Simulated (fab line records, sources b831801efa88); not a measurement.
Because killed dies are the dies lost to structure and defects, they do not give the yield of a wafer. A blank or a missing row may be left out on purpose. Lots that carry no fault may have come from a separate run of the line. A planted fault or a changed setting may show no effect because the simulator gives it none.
The tool behind it: which one? / flow gf180mcu / 13 lots with 39 wafers sampled at 4 steps, on a route of 602 steps

WHAT THE GAUGES SHOWED, per wafer
GF_V4_THK_MEAS_25: measures by xrf.
lot=L526; measured=day 24 12:11; on=filmMetro-02; V4_W_THK (nm)=356 354 354
lot=L527; measured=day 24 20:37; on=filmMetro-02; V4_W_THK (nm)=353 353 354
lot=L532; measured=day 26 18:24; on=filmMetro-02; V4_W_THK (nm)=353 354 350
lot=L533; measured=day 27 00:31; on=filmMetro-01; V4_W_THK (nm)=347 345 345
lot=L534; measured=day 27 02:23; on=filmMetro-02; V4_W_THK (nm)=359 351 354
lot=L535; measured=day 27 17:55; on=filmMetro-04; V4_W_THK (nm)=337 344 339
lot=L537; measured=day 28 02:01; on=filmMetro-01; V4_W_THK (nm)=360 361 363
lot=L536; measured=day 28 04:46; on=filmMetro-02; V4_W_THK (nm)=344 349 352
lot=L539; measured=day 28 21:13; on=filmMetro-04; V4_W_THK (nm)=351 343 349
lot=L544; measured=day 30 12:02; on=filmMetro-02; V4_W_THK (nm)=352 356 349
lot=L546; measured=day 31 00:57; on=filmMetro-02; V4_W_THK (nm)=343 345 348
lot=L548; measured=day 31 15:16; on=filmMetro-01; V4_W_THK (nm)=360 356 357
lot=L549; measured=day 31 20:59; on=filmMetro-02; V4_W_THK (nm)=347 348 347

GF_MIM_THK_MEAS_06.
lot=L526; measured=day 24 12:49; on=filmMetro-03; MIM_CVD_05_THK (nm)=42.5 42.4 42.4
lot=L527; measured=day 24 21:31; on=filmMetro-04; MIM_CVD_05_THK (nm)=41.7 42.0 41.9
lot=L532; measured=day 26 19:01; on=filmMetro-02; MIM_CVD_05_THK (nm)=41.0 41.9 42.6
lot=L533; measured=day 27 01:07; on=filmMetro-03; MIM_CVD_05_THK (nm)=41.5 40.9 41.4
lot=L534; measured=day 27 03:00; on=filmMetro-03; MIM_CVD_05_THK (nm)=42.1 42.2 42.8
lot=L535; measured=day 27 18:32; on=filmMetro-03; MIM_CVD_05_THK (nm)=41.8 41.9 42.2
lot=L537; measured=day 28 02:38; on=filmMetro-03; MIM_CVD_05_THK (nm)=42.0 41.2 42.5
lot=L536; measured=day 28 05:23; on=filmMetro-03; MIM_CVD_05_THK (nm)=42.0 41.8 55.4
lot=L539; measured=day 28 21:50; on=filmMetro-04; MIM_CVD_05_THK (nm)=41.5 55.9 42.0
lot=L544; measured=day 30 12:40; on=filmMetro-04; MIM_CVD_05_THK (nm)=41.7 42.1 42.8
lot=L546; measured=day 31 01:34; on=filmMetro-03; MIM_CVD_05_THK (nm)=42.5 43.1 42.7
lot=L548; measured=day 31 15:52; on=filmMetro-04; MIM_CVD_05_THK (nm)=42.1 42.6 42.6
lot=L549; measured=day 31 21:52; on=filmMetro-03; MIM_CVD_05_THK (nm)=41.4 40.6 41.0

TOOL THAT RAN EACH LOT (tool first, then ch and the chambers of the sampled wafers, then the start)
lot=L526; GF_V4_ETCH_17=rieDiel-03 ch 0,1, day 24 12:11 or earlier; GF_MIM_CVD_05=pecvd-03 ch 1,2, day 24 12:46
lot=L527; GF_V4_ETCH_17=rieDiel-02 ch 0,2,3, day 24 20:37 or earlier; GF_MIM_CVD_05=pecvd-02 ch 0,1, day 24 21:28
lot=L532; GF_V4_ETCH_17=rieDiel-03 ch 0,1,3, day 26 18:24 or earlier; GF_MIM_CVD_05=pecvd-02 ch 1,2, day 26 18:58
lot=L533; GF_V4_ETCH_17=rieDiel-02 ch 0,1, day 27 00:31 or earlier; GF_MIM_CVD_05=pecvd-03 ch 0,1, day 27 01:05
lot=L534; GF_V4_ETCH_17=rieDiel-02 ch 0,1,3, day 27 02:23 or earlier; GF_MIM_CVD_05=pecvd-02 ch 0,1,2, day 27 02:57
lot=L535; GF_V4_ETCH_17=rieDiel-02 ch 1,3, day 27 17:55 or earlier; GF_MIM_CVD_05=pecvd-04 ch 1,2, day 27 18:29
lot=L537; GF_V4_ETCH_17=rieDiel-04 ch 2,3, day 28 02:01 or earlier; GF_MIM_CVD_05=pecvd-04 ch 0,1,2, day 28 02:35
lot=L536; GF_V4_ETCH_17=rieDiel-02 ch 1,3, day 28 04:46 or earlier; GF_MIM_CVD_05=pecvd-03 ch 0,1,2, day 28 05:21
lot=L539; GF_V4_ETCH_17=rieDiel-02 ch 0,1,3, day 28 21:13 or earlier; GF_MIM_CVD_05=pecvd-03 ch 1,2, day 28 21:47
lot=L544; GF_V4_ETCH_17=rieDiel-03 ch 1,2, day 30 12:02 or earlier; GF_MIM_CVD_05=pecvd-02 ch 0,1, day 30 12:36
lot=L546; GF_V4_ETCH_17=rieDiel-02 ch 1,2,3, day 31 00:57 or earlier; GF_MIM_CVD_05=pecvd-04 ch 0,1, day 31 01:32
lot=L548; GF_V4_ETCH_17=rieDiel-04 ch 0,2,3, day 31 15:16 or earlier; GF_MIM_CVD_05=pecvd-03 ch 0,1,2, day 31 15:50
lot=L549; GF_V4_ETCH_17=rieDiel-02 ch 1,3, day 31 20:59 or earlier; GF_MIM_CVD_05=pecvd-02 ch 0,2, day 31 21:50
- GF_V4_ETCH_17: etches SiO2 in C4F8/O2/Ar, stops on TiN, target depth 630 nm.
- GF_MIM_CVD_05: deposits Si3N4, target thk 42 nm, time 29.086 s.

WHAT THE TOOLS THEMSELVES READ (means of the sampled wafers that have a number; where no wafer has one, the mark that the record gives instead)
GF_V4_ETCH_17.
lot=L526; tool=rieDiel-03; oesProductAu (a.u.)=0.858
lot=L527; tool=rieDiel-02; oesProductAu (a.u.)=0.861
lot=L532; tool=rieDiel-03; oesProductAu (a.u.)=0.851
lot=L533; tool=rieDiel-02; oesProductAu (a.u.)=0.849
lot=L534; tool=rieDiel-02; oesProductAu (a.u.)=0.856
lot=L535; tool=rieDiel-02; oesProductAu (a.u.)=0.862
lot=L537; tool=rieDiel-04; oesProductAu (a.u.)=0.856
lot=L536; tool=rieDiel-02; oesProductAu (a.u.)=0.853
lot=L539; tool=rieDiel-02; oesProductAu (a.u.)=0.860
lot=L544; tool=rieDiel-03; oesProductAu (a.u.)=0.853
lot=L546; tool=rieDiel-02; oesProductAu (a.u.)=0.857
lot=L548; tool=rieDiel-04; oesProductAu (a.u.)=0.852
lot=L549; tool=rieDiel-02; oesProductAu (a.u.)=0.857

GF_MIM_CVD_05.
lot=L526; tool=pecvd-03; heaterPowerW (W)=589
lot=L527; tool=pecvd-02; heaterPowerW (W)=586
lot=L532; tool=pecvd-02; heaterPowerW (W)=595
lot=L533; tool=pecvd-03; heaterPowerW (W)=611
lot=L534; tool=pecvd-02; heaterPowerW (W)=546
lot=L535; tool=pecvd-04; heaterPowerW (W)=659
lot=L537; tool=pecvd-04; heaterPowerW (W)=555
lot=L536; tool=pecvd-03; heaterPowerW (W)=540
lot=L539; tool=pecvd-03; heaterPowerW (W)=598
lot=L544; tool=pecvd-02; heaterPowerW (W)=577
lot=L546; tool=pecvd-04; heaterPowerW (W)=570
lot=L548; tool=pecvd-03; heaterPowerW (W)=585
lot=L549; tool=pecvd-02; heaterPowerW (W)=549

THE ANSWER, worked out from the rows above alone
Rule: usual is defined by the lots themselves. The widest of any qualifying gaps counts: lots, ordered by their means at a reading, are off when they make up no more than a third of the lots, leave a main group of 4 or more, and stand apart from it by 3 or more times the standard deviation of that group's means. A main group whose means are all the same, to the digits that the tables above print for the reading, isn't used. A lot without any number at a reading at which 4 lots or more have one is off too. The other lots that the step has rows for count as sound. The gauges are gone through in route order, then the tools' own readings, and for those a lot's mean is taken as printed above. At the first step where some lot is off, the reading lying furthest off is the one used; lots without a number count as furthest.
Off: L536, L539, seen at GF_MIM_THK_MEAS_06 (MIM_CVD_05_THK). For the main group the mean is 42.0 nm and the standard deviation 0.5.
If a tool, at a process step before that reading, ran all the lots that are off and no sound lot after the first of them, it fits. Gauges at GF_MIM_THK_MEAS_06: tried the same way as those tools. Because GF_V4_ETCH_17 lacks a start for some lots, the hours and order of its lots are taken from GF_V4_THK_MEAS_25. Not one of the candidates tried fits.

WHAT WAS PUT IN BY THE SIMULATOR
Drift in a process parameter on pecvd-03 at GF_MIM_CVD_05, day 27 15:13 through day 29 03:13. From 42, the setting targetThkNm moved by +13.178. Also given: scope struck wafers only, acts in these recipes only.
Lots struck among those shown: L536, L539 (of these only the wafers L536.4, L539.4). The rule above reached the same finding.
